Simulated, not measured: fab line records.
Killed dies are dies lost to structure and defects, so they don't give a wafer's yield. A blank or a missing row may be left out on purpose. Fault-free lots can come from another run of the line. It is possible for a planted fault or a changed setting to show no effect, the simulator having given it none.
Struck lot and sound lot, side by side / flow sky130 / 15 out of 708 route steps
Sound: wafers L215.1, L215.5, L215.6. Wafers struck: L225.4, L225.5, L225.6. The cause comes at the end.
Per side, at each step with rows, come the tool, then ch with its chambers, and then its first start. Under that, the readings that differ: sound wafers / struck wafers / difference of the means / sigmas: that difference in standard deviations of wafers without a fault.
alike: a reading whose means differ by less than 2 such deviations, as well as words and numbers matching on both sides. not compared: withheld readings; readings where some wafer has no value; bounds like >300 that might hide an equal value; numbers whose values overlap and for which the record gives no deviation.
A row with sigmas, a row that says differs or no value, or rows on one side alone: a step with any of these is where the two part. Numbers that don't overlap but have no deviation are shown without sigmas and don't part them. A reading that every wafer of one side lacks parts them only if that side has two wafers or more.

first, 5 steps without rows for these wafers: SKY_LI_CONTACT_COAT_07 (resist thk 450 nm); SKY_LI_CONTACT_SOFTBAKE_08 (time 90 s); SKY_LI_CONTACT_EXPOSE_09 (exposes mask LICM1, target cd 170 nm); SKY_LI_CONTACT_PEB_10; SKY_LI_CONTACT_DEVELOP_11 (develop time 60 s).
SKY_LI_CONTACT_CD_MEAS_12: the cd target is 170 nm.
  sound on cd sem-02 at day 29 14:37; struck on cd sem-01 at day 33 04:24
  alike: cd nm
SKY_LI_CONTACT_OVL_MEAS_13:
  sound on overlay-01 at day 29 14:44; struck on overlay-02 at day 33 04:29
  alike: LI_CONTACT_OVL
SKY_LI_CONTACT_ETCH_14: etches BARC in N2/H2, stops on SiO2, time 45.9 s, target depth 60 nm.
  sound on rie diel-04 ch 0,3, day 29 14:46; struck on rie diel-04 ch 1,2,3, day 33 04:31
  alike: drypump motor current A, oes product au, throttle valve pct
  not compared: rf hours counter h
SKY_LI_CONTACT_ETCH_15: etches PSG in C4F8/O2/Ar, stops on Si, target depth 600 nm.
  sound on rie diel-04 ch 0,3, day 29 14:49; struck on rie diel-04 ch 1,2,3, day 33 04:35
  alike: oes product au
SKY_LI_CONTACT_STRIP_16: strips in O2/N2.
  sound on plasma asher-04 ch 0,1, day 29 14:54; struck on plasma asher-04 ch 0,1, day 33 04:40
  alike: drypump motor current A, oes product au, strip time to endpoint s
  not compared: rf hours counter h
then, 2 steps without rows for these wafers: SKY_LI_CONTACT_CLEAN_17 (cleans in NMP, time 600 s); SKY_LI_CONTACT_PRE_CLEAN_18 (time 5.6 s).
-- the record jumps here: 5 days lie between the struck wafers' starts before and after --
SKY_LI_CONTACT_SPUTTER_19: material Ti, target thk 20 nm, time 106.37 s.
  sound on pvd sputter-02 at day 29 15:13; struck on pvd sputter-04 at day 38 04:56
  alike: throttle valve pct
SKY_LI_CONTACT_SPUTTER_20: material TiN, target thk 20 nm, time 80 s.
  sound on pvd sputter-02 at day 29 15:17; struck on pvd sputter-04 at day 38 05:01
  alike: throttle valve pct
-- a jump in the record: the struck wafers' starts before and after are 16 days apart (it breaks off in module LI_CONTACT and resumes in module PAD_OPEN, where the first step shown is number 708 of the route) --
SKY_PAD_OPEN_PROBE_99:
  sound on prober-02 at day 46 05:23; struck on prober-02 at day 53 18:07
reading=killed at front end; sound=7 15 8; struck=22 21 19; difference=+11; sigmas=+2
reading=model.etest.licon ndiff.rc ohm; sound=183.3 182.9 181.5; struck=203.3 205.7 201.8; difference=+21.0; sigmas=
reading=model.etest.licon poly.rc ohm; sound=148.5 156.5 147.8; struck=162.1 159.5 160.8; difference=+9.9; sigmas=
  alike: killed_at_M0_to_M3, killed_at_M4_up, killed at contacts, killed at other, killed dies, killed open, killed short
  not compared: model.etest.sonos uncharged.r on ohm um

## WHERE THEY PART
SKY_PAD_OPEN_PROBE_99 only, going by this record.

WHY: what the simulator had put in
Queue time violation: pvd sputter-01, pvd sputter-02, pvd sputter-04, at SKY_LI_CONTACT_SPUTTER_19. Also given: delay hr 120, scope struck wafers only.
